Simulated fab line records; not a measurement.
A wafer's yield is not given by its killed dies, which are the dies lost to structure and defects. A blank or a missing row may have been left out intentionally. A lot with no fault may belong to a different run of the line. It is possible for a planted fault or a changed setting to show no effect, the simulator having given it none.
Which tool did it? -- flow gf180mcu -- 11 lots, 31 wafers sampled, at 3 steps of a route of 602

## WHAT THE GAUGES SHOWED, per wafer
GF_NWELL_TW_MEAS_11.
lot,measured,on,NWELL_TW
L542,day 3 07:31,film-metro-03,1545 1547 1543
L543,day 3 12:08,film-metro-04,1589 1575 1583
L544,day 3 17:21,film-metro-04,1588 1579 1590
L545,day 3 22:18,film-metro-02,1580 1579 1583
L546,day 4 07:01,film-metro-04,1579 1577 1577
L547,day 4 09:51,film-metro-02,1578 1590 1573
L549,day 4 22:11,film-metro-02,1583 1580 1589
L556,day 6 12:17,film-metro-02,1937 1940
L560,day 7 11:51,film-metro-03,1562 1564 1554
L562,day 7 21:05,film-metro-03,1565 1559 1559
L565,day 8 12:30,film-metro-04,1570 1571 1581

## EACH LOT AND THE TOOL THAT RAN IT (in order: tool; ch and the chambers of the sampled wafers; start)
lot,GF_DNWELL_COAT_02,GF_DNWELL_STRIP_08
L542,"litho-track-01 ch 0, day 2 11:58","plasma-asher-02 ch 0,1, day 2 18:39"
L543,"litho-track-02 ch 0, day 2 17:07","plasma-asher-01 ch 0,1, day 2 23:25"
L544,"litho-track-01 ch 0, day 2 22:34","plasma-asher-01 ch 0,1, day 3 04:34"
L545,"litho-track-01 ch 0, day 3 02:46","plasma-asher-02 ch 1, day 3 09:43"
L546,"litho-track-01 ch 0, day 3 11:11","plasma-asher-01 ch 0,1, day 3 17:25"
L547,"litho-track-01 ch 0, day 3 13:19","plasma-asher-04 ch 0,1, day 3 19:46"
L549,"litho-track-01 ch 0, day 4 01:25","plasma-asher-01 ch 0,1, day 4 08:37"
L556,"litho-track-02 ch 0, day 5 14:05","plasma-asher-01 ch 1, day 5 20:33"
L560,"litho-track-04 ch 0, day 6 11:07","plasma-asher-02 ch 0,1, day 6 19:22"
L562,"litho-track-01 ch 0, day 6 20:47","plasma-asher-02 ch 0,1, day 7 04:28"
L565,"litho-track-01 ch 0, day 7 12:23","plasma-asher-02 ch 0,1, day 7 20:28"
- GF_DNWELL_COAT_02: resist thk 3000 nm.
- GF_DNWELL_STRIP_08: strips in O2/N2.

## THE ANSWER, worked out from the rows above alone
Rule: the usual values come from the lots themselves. The widest of any qualifying gaps counts: lots, ordered by their means at a reading, are off when they make up no more than a third of the lots, leave a main group of 4 or more, and stand apart from it by 3 or more times the standard deviation of that group's means. A main group is skipped when, at the precision printed for the reading in the tables above, its means are all equal. A lot without any number at a reading at which 4 lots or more have one is off too. The other lots that the step has rows for count as sound.
Off: L556, at GF_NWELL_TW_MEAS_11 (NWELL_TW). For the main group the mean is 1573 and the standard deviation 13.
A tool fits if, at a process step before that reading, it ran every lot that is off, and no sound lot after the first of them. The gauges at GF_NWELL_TW_MEAS_11 are tried like those tools. Can't be told from this: 3 tools fit, litho-track-02 at GF_DNWELL_COAT_02, plasma-asher-01 at GF_DNWELL_STRIP_08, film-metro-02 at GF_NWELL_TW_MEAS_11.

## WHAT THE SIMULATOR PUT IN
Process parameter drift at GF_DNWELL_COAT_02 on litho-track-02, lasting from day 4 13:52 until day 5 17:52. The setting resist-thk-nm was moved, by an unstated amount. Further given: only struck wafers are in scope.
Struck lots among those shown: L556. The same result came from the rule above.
